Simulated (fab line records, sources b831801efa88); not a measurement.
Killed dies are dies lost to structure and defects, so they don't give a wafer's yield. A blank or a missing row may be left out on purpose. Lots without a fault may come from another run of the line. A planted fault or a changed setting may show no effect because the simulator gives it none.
fab line records | flow sky130
record lots=14 wafers=42 last_day=50
route steps=708 shown RES_PROTECT@215 LDD_P@262 LDD_HVN@274 LDD_HVP@287
lots that met no fault: from a run of the same line without faults
start_h: hours from the record's first day to the start of the lot's first wafer shown | wait_h: hours since the lot's step before | " the same as in the row above | L1.1+2: a row that stands for several wafers | - no value, or no start given | * or withheld: withheld | < > ~ a bound
route shown NAME@n: a module of which the file shows steps, and the number in the route of the first | usual: mean/standard deviation of fault-free wafers | same: alike in all rows | chamber/n: place in a boat | sites: the reading at each site | _std_site: their standard deviation | _edge_site: outer sites' mean less inner sites' | radius_mm: how far each site lies from the wafer's centre | mask NAME#n: copy n | behind: the tool/chamber that last shaped the wafer | hold: why the lot was held/for how many hours/how that ended | device: the transistor (n, p or np) that didn't switch | end of line: the same wafers' tests at the end of the route | a step without rows: its recipe alone | killed: dies lost to structure and defects at the first sort, not the wafer's yield | map: a wafer's dies, x killed, . not, _ none there
set.NAME: the setting as run; set.NAME@STEP: as run at that earlier step | model.NAME: the simulator's own value behind a step, which no gauge read
steps of the route over a sample of lots; a table a step, a row a wafer
services: from which hour (start_h, from the record's first day; less than 0 if before it) a tool's chamber was out of use, for how many hours, and why
## steps
# step SKY_RES_PROTECT_TW_MEAS_08
# usual POLY_GATE_TW=4049/34
# columns lot.wafer tool chamber start_h wait_h POLY_GATE_TW
L520.2 film_metro-03 - 339.40 0.1 4073
L520.4 " - " " 4069
L520.5 " - " " 4090
L521.1 film_metro-03 - 347.48 0.1 4061
L521.2 " - " " 4069
L521.4 " - " " 4020
L524.1 film_metro-01 - 374.38 0.1 4018
L524.3 " - " " 4004
L524.6 " - " " 4014
L526.1 film_metro-01 - 394.30 0.1 4039
L526.3 " - " " 4043
L526.5 " - " " 4057
L527.1 film_metro-04 - 399.13 0.1 4074
L527.5 " - " " 4083
L527.6 " - " " 4052
L528.1 film_metro-01 - 416.93 0.1 4032
L528.4 " - " " 4042
L528.6 " - " " 4024
L529.1 film_metro-04 - 422.94 0.1 4084
L529.4 " - " " 4066
L529.5 " - " " 4074
L530.2 film_metro-04 - 437.79 0.1 4087
L530.3 " - " " 4107
L530.5 " - " " 4087
L531.1 film_metro-04 - 447.23 0.1 4086
L531.2 " - " " 4095
L531.3 " - " " 4084
L532.1 film_metro-03 - 454.98 0.1 4070
L532.3 " - " " 4074
L532.4 " - " " 4045
L540.1 film_metro-04 - 510.18 0.1 4085
L540.3 " - " " 4107
L540.4 " - " " 4107
L541.2 film_metro-01 - 525.90 0.1 4030
L541.3 " - " " 4035
L541.6 " - " " 4024
L542.2 film_metro-01 - 529.79 0.1 4038
L542.4 " - " " 4041
L542.6 " - " " 4013
L543.1 film_metro-01 - 546.58 0.1 4004
L543.3 " - " " 3998
L543.4 " - " " 4011
# step SKY_LDD_P_CD_MEAS_07
# recipe target_cd_nm=380
# usual cd_nm=380.0/2.6
# columns lot.wafer tool chamber start_h wait_h cd_nm
L520.2 cd_sem-01 - 431.91 0.1 381.7
L520.4 " - " " 377.6
L520.5 " - " " 380.3
L521.1 cd_sem-02 - 440.44 0.1 380.7
L521.2 " - " " 383.9
L521.4 " - " " 380.3
L524.1 cd_sem-01 - 470.69 0.1 381.1
L524.3 " - " " 382.3
L524.6 " - " " 382.2
L526.1 cd_sem-01 - 492.84 0.1 379.5
L526.3 " - " " 379.6
L526.5 " - " " 378.9
L527.1 cd_sem-02 - 497.29 0.1 380.9
L527.5 " - " " 380.1
L527.6 " - " " 379.8
L528.1 cd_sem-01 - 512.34 0.1 376.9
L528.4 " - " " 379.5
L528.6 " - " " 380.3
L529.1 cd_sem-02 - 524.99 0.1 377.3
L529.4 " - " " 376.9
L529.5 " - " " 379.0
L530.2 cd_sem-01 - 537.61 0.1 376.4
L530.3 " - " " 375.9
L530.5 " - " " 375.7
L531.1 cd_sem-01 - 547.93 0.1 384.1
L531.2 " - " " 382.4
L531.3 " - " " 386.8
L532.1 cd_sem-01 - 552.64 0.1 383.5
L532.3 " - " " 382.0
L532.4 " - " " 383.6
L540.1 cd_sem-02 - 605.98 0.1 378.5
L540.3 " - " " 380.3
L540.4 " - " " 378.8
L541.2 cd_sem-01 - 619.66 0.1 379.2
L541.3 " - " " 378.3
L541.6 " - " " 378.3
L542.2 cd_sem-02 - 623.80 0.1 384.3
L542.4 " - " " 384.6
L542.6 " - " " 385.1
L543.1 cd_sem-02 - 639.24 0.1 378.1
L543.3 " - " " 378.0
L543.4 " - " " 378.0
# step SKY_LDD_HVN_OVL_MEAS_07
# usual LDD_HVN_OVL=-0.9/1.1
# columns lot.wafer tool chamber start_h wait_h LDD_HVN_OVL[nm]
L520.2 overlay-01 - 462.84 0.1 -2.5
L520.4 " - " " -2.4
L520.5 " - " " -2.4
L521.1 overlay-02 - 471.98 0.1 -1.8
L521.2 " - " " -2.4
L521.4 " - " " -1.7
L524.1 overlay-02 - 501.04 0.1 -1.4
L524.3 " - " " -0.6
L524.6 " - " " -1.2
L526.1 overlay-01 - 523.23 0.1 -0.6
L526.3 " - " " 0.2
L526.5 " - " " -1.1
L527.1 overlay-02 - 528.13 0.1 -0.8
L527.5 " - " " -0.3
L527.6 " - " " 0.1
L528.1 overlay-02 - 543.48 0.1 -1.6
L528.4 " - " " -0.6
L528.6 " - " " 1.0
L529.1 overlay-01 - 555.33 0.1 -0.9
L529.4 " - " " -1.6
L529.5 " - " " -2.2
L530.2 overlay-02 - 567.79 0.1 -0.1
L530.3 " - " " 0.4
L530.5 " - " " -1.5
L531.1 overlay-02 - 577.94 0.1 1.1
L531.2 " - " " 0.4
L531.3 " - " " 0.3
L532.1 overlay-02 - 583.14 0.1 -0.1
L532.3 " - " " -0.8
L532.4 " - " " -1.1
L540.1 overlay-02 - 635.34 0.1 -1.8
L540.3 " - " " -1.9
L540.4 " - " " 0.2
L541.2 overlay-02 - 648.99 0.1 -0.9
L541.3 " - " " -0.8
L541.6 " - " " -0.1
L542.2 overlay-02 - 652.24 0.1 -2.5
L542.4 " - " " -1.8
L542.6 " - " " -2.0
L543.1 overlay-02 - 667.34 0.1 -0.5
L543.3 " - " " -2.5
L543.4 " - " " -0.6
# step SKY_LDD_HVN_STRIP_09
# recipe chemistry=O2/N2 power_w=1400 pressure_mtorr=1500 platen_temp_c=withheld o2_flow_sccm=3000 n2_flow_sccm=300 overash_fraction=0.5
# usual chamber_pressure_mTorr=1500.0/1.4 drypump_motor_current_A=5.4/0.37 oes_product_au=0.409/0.005 strip_time_to_endpoint_s=4.130/0.012
# columns lot.wafer tool chamber start_h wait_h chamber_pressure_mTorr drypump_motor_current_A oes_product_au rf_hours_counter_h strip_time_to_endpoint_s
L520.2 plasma_asher-03 1 463.02 0.1 1500.6 5.5 0.414 34 4.128
L520.4 " 1 " " 1501.0 5.5 0.407 - 4.121
L520.5 " 0 " " 1498.0 5.6 0.403 - 4.117
L521.1 plasma_asher-04 0 472.17 0.1 1501.5 4.7 0.408 65 4.117
L521.2 " 1 " " 1500.4 5.3 0.403 65 4.128
L521.4 " 0 " " 1498.6 4.7 0.405 - 4.142
L524.1 plasma_asher-04 0 501.23 0.1 1499.3 4.8 0.412 68 4.144
L524.3 " 1 " " 1502.7 5.3 0.407 - 4.123
L524.6 " 1 " " 1499.2 5.4 0.404 - 4.124
L526.1 plasma_asher-04 1 523.42 0.1 1498.2 5.4 0.416 71 4.142
L526.3 " 1 " " 1501.4 5.3 0.408 - 4.139
L526.5 " 1 " " 1499.7 5.4 0.410 - 4.115
L527.1 plasma_asher-04 1 528.32 0.1 1500.6 5.4 0.413 72 4.130
L527.5 " 0 " " 1499.7 4.7 0.407 - 4.134
L527.6 " 1 " " 1500.9 5.4 0.404 - 4.124
L528.1 plasma_asher-03 0 543.67 0.1 1499.0 5.6 0.412 43 4.164
L528.4 " 0 " " 1500.8 5.6 0.409 - 4.131
L528.6 " 1 " " 1498.7 5.5 0.409 - 4.134
L529.1 plasma_asher-01 1 555.52 0.1 1498.9 5.7 0.399 84 4.128
L529.4 " 0 " " 1499.1 5.8 0.420 - 4.120
L529.5 " 0 " " 1499.7 5.8 0.406 - 4.114
L530.2 plasma_asher-01 1 567.97 0.1 1500.9 5.7 0.400 85 4.119
L530.3 " 0 " " 1500.7 5.8 0.410 - 4.124
L530.5 " 0 " " 1501.2 5.9 0.399 - 4.127
L531.1 plasma_asher-01 1 578.12 0.1 - - - - -
L531.2 " 0 " " - - - - -
L531.3 " 0 " " - - - - -
L532.1 plasma_asher-01 1 583.32 0.1 - - - - -
L532.3 " 1 " " - - - - -
L532.4 " 0 " " - - - - -
L540.1 plasma_asher-03 0 635.52 0.1 1499.7 5.6 0.406 52 4.125
L540.3 " 0 " " 1499.6 5.6 0.412 - 4.136
L540.4 " 1 " " 1498.4 5.5 0.409 - 4.148
L541.2 plasma_asher-03 1 649.17 0.1 1501.4 5.5 0.421 54 4.135
L541.3 " 1 " " 1500.7 5.5 0.406 - 4.137
L541.6 " 0 " " 1499.7 5.6 0.408 - 4.132
L542.2 plasma_asher-03 1 652.42 0.1 1499.6 5.5 0.408 54 4.156
L542.4 " 0 " " 1500.9 5.6 0.413 - 4.144
L542.6 " 0 " " 1497.9 5.6 0.413 - 4.158
L543.1 plasma_asher-01 1 667.52 0.1 1499.7 5.6 0.402 95 4.144
L543.3 " 0 " " 1498.6 5.9 0.397 - 4.124
L543.4 " 1 " " 1502.0 5.7 0.411 - 4.127
# step SKY_LDD_HVP_STRIP_09
# recipe chemistry=O2/N2 power_w=1400 pressure_mtorr=1500 platen_temp_c=withheld o2_flow_sccm=3000 n2_flow_sccm=300 overash_fraction=0.5
# usual chamber_pressure_mTorr=1500.0/1.4 drypump_motor_current_A=5.6/0.55 oes_product_au=0.408/0.0045 strip_time_to_endpoint_s=4.132/0.013
# columns lot.wafer tool chamber start_h wait_h chamber_pressure_mTorr drypump_motor_current_A oes_product_au rf_hours_counter_h strip_time_to_endpoint_s
L520.2 plasma_asher-02 1 493.87 0.1 1501.1 6.1 0.403 6 4.123
L520.4 " 0 " " 1501.0 6.6 0.407 - 4.123
L520.5 " 0 " " 1500.5 6.6 0.401 - 4.095
L521.1 plasma_asher-04 1 502.33 0.1 1498.5 5.4 0.404 69 4.126
L521.2 " 0 " " 1499.8 4.7 0.401 69 4.132
L521.4 " 1 " " 1500.8 5.4 0.411 - 4.124
L524.1 plasma_asher-02 0 532.27 0.1 1500.0 6.6 0.408 9 4.149
L524.3 " 0 " " 1499.8 6.6 0.413 - 4.140
L524.6 " 1 " " 1500.7 6.1 0.401 - 4.114
L526.1 plasma_asher-04 0 553.93 0.1 1496.8 4.7 0.407 74 4.125
L526.3 " 1 " " 1500.1 5.4 0.412 - 4.151
L526.5 " 1 " " 1501.0 5.4 0.407 - 4.130
L527.1 plasma_asher-02 1 558.32 0.1 1497.4 6.1 0.403 12 4.125
L527.5 " 0 " " 1499.6 6.6 0.409 - 4.126
L527.6 " 1 " " 1499.9 6.1 0.406 - 4.121
L528.1 plasma_asher-03 1 572.63 0.1 1501.4 5.5 0.412 46 4.137
L528.4 " 1 " " 1498.8 5.5 0.408 - 4.133
L528.6 " 0 " " 1500.6 5.6 0.407 - 4.119
L529.1 plasma_asher-03 0 585.83 0.1 1501.2 5.6 0.410 47 4.133
L529.4 " 1 " " 1501.3 5.5 0.424 - 4.131
L529.5 " 0 " " 1499.2 5.6 0.400 - 4.132
L530.2 plasma_asher-02 1 597.38 0.1 1500.0 6.1 0.406 16 4.137
L530.3 " 0 " " 1499.1 6.6 0.411 - 4.128
L530.5 " 0 " " 1499.0 6.6 0.412 - 4.122
L531.1 plasma_asher-03 0 608.17 0.1 1503.0 5.6 0.612 50 8.942
L531.2 " 1 " " 1498.2 5.5 0.610 50 8.955
L531.3 " 0 " " 1500.2 5.6 0.603 - 8.934
L532.1 plasma_asher-03 0 613.23 0.1 1498.9 5.6 0.601 50 8.937
L532.3 " 1 " " 1502.4 5.5 0.596 - 8.948
L532.4 " 0 " " 1500.3 5.6 0.607 - 8.923
L540.1 plasma_asher-02 0 663.97 0.1 1499.7 6.6 0.408 23 4.154
L540.3 " 0 " " 1500.5 6.6 0.406 - 4.143
L540.4 " 1 " " 1499.9 6.1 0.408 - 4.161
L541.2 plasma_asher-03 1 677.47 0.1 1499.0 5.5 0.402 56 4.141
L541.3 " 1 " " 1497.8 5.5 0.410 - 4.118
L541.6 " 1 " " 1498.4 5.5 0.403 - 4.139
L542.2 plasma_asher-03 1 681.02 0.1 1499.6 5.5 0.407 57 4.152
L542.4 " 1 " " 1503.0 5.5 0.405 - 4.133
L542.6 " 1 " " 1500.1 5.5 0.401 - 4.132
L543.1 plasma_asher-02 0 695.17 0.1 1498.3 6.6 0.402 26 4.154
L543.3 " 1 " " 1501.0 6.1 0.407 - 4.137
L543.4 " 0 " " 1499.7 6.6 0.410 - 4.145
# step SKY_LDD_HVP_TW_MEAS_10
# usual LDD_HVP_TW=458/4.4
# columns lot.wafer tool chamber start_h wait_h LDD_HVP_TW
L520.2 film_metro-01 - 493.98 0.1 455
L520.4 " - " " 453
L520.5 " - " " 457
L521.1 film_metro-04 - 502.43 0.1 463
L521.2 " - " " 463
L521.4 " - " " 465
L524.1 film_metro-03 - 532.37 0.1 461
L524.3 " - " " 460
L524.6 " - " " 462
L526.1 film_metro-04 - 554.03 0.1 465
L526.3 " - " " 466
L526.5 " - " " 464
L527.1 film_metro-01 - 558.42 0.1 453
L527.5 " - " " 454
L527.6 " - " " 452
L528.1 film_metro-01 - 572.73 0.1 453
L528.4 " - " " 452
L528.6 " - " " 452
L529.1 film_metro-04 - 585.93 0.1 462
L529.4 " - " " 461
L529.5 " - " " 464
L530.2 film_metro-01 - 597.49 0.1 454
L530.3 " - " " 453
L530.5 " - " " 453
L531.1 film_metro-03 - 608.27 0.1 30
L531.2 " - " " 30
L531.3 " - " " 30
L532.1 film_metro-03 - 613.33 0.1 30
L532.3 " - " " 30
L532.4 " - " " 30
L540.1 film_metro-04 - 664.07 0.1 459
L540.3 " - " " 461
L540.4 " - " " 458
L541.2 film_metro-01 - 677.58 0.1 452
L541.3 " - " " 451
L541.6 " - " " 448
L542.2 film_metro-03 - 681.13 0.1 455
L542.4 " - " " 458
L542.6 " - " " 458
L543.1 film_metro-03 - 695.27 0.1 459
L543.3 " - " " 459
L543.4 " - " " 462
## services
# columns tool chamber start_h hours kind
plasma_asher-02 - 450.82 4.3 repair
plasma_asher-01 - 484.61 20.1 repair
plasma_asher-01 - 501.51 0.4 repair
plasma_asher-02 - 514.31 11.1 repair
plasma_asher-01 - 517.17 1.8 repair
plasma_asher-04 - 604.35 3.9 repair
plasma_asher-04 - 676.84 2.6 repair
plasma_asher-02 - 686.47 2.8 pm
## key
first_sign step=SKY_LDD_HVN_STRIP_09 reading=tool_record direction=missing
effect step=SKY_LDD_HVP_STRIP_09 reading=strip_time_to_endpoint_s direction=up sigmas=99+ usual=* struck=*
effect step=SKY_LDD_HVP_TW_MEAS_10 reading=LDD_HVP_TW direction=down sigmas=98 usual=458 struck=30
met_at SKY_LDD_HVN_STRIP_09
struck_lots L531,L532
sort_left_out L531.1,L531.2,L531.3,L532.1,L532.3,L532.4
tester_left_out L531,L532
not_acting_at SKY_RES_PROTECT_TW_MEAS_08,SKY_LDD_P_CD_MEAS_07,SKY_LDD_HVN_OVL_MEAS_07
onset_between 567.97 578.12
fault kind=skipped_step_whole tool=plasma_asher-01 chamber=- onset_h=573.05 steps=SKY_LDD_HVN_STRIP_09 scope=struck_lots_only
# tester_left_out: of these lots the tester's yield and bins aren't shown, on N5 and GAA mostly nor the transistor test; their killed dies are dies lost to structure and defects alone, not to doping, threshold or leakage, so they don't give the yield
# sort_left_out: the simulated sort isn't trusted on such a fault, so these wafers' sort isn't shown, and their yield isn't known
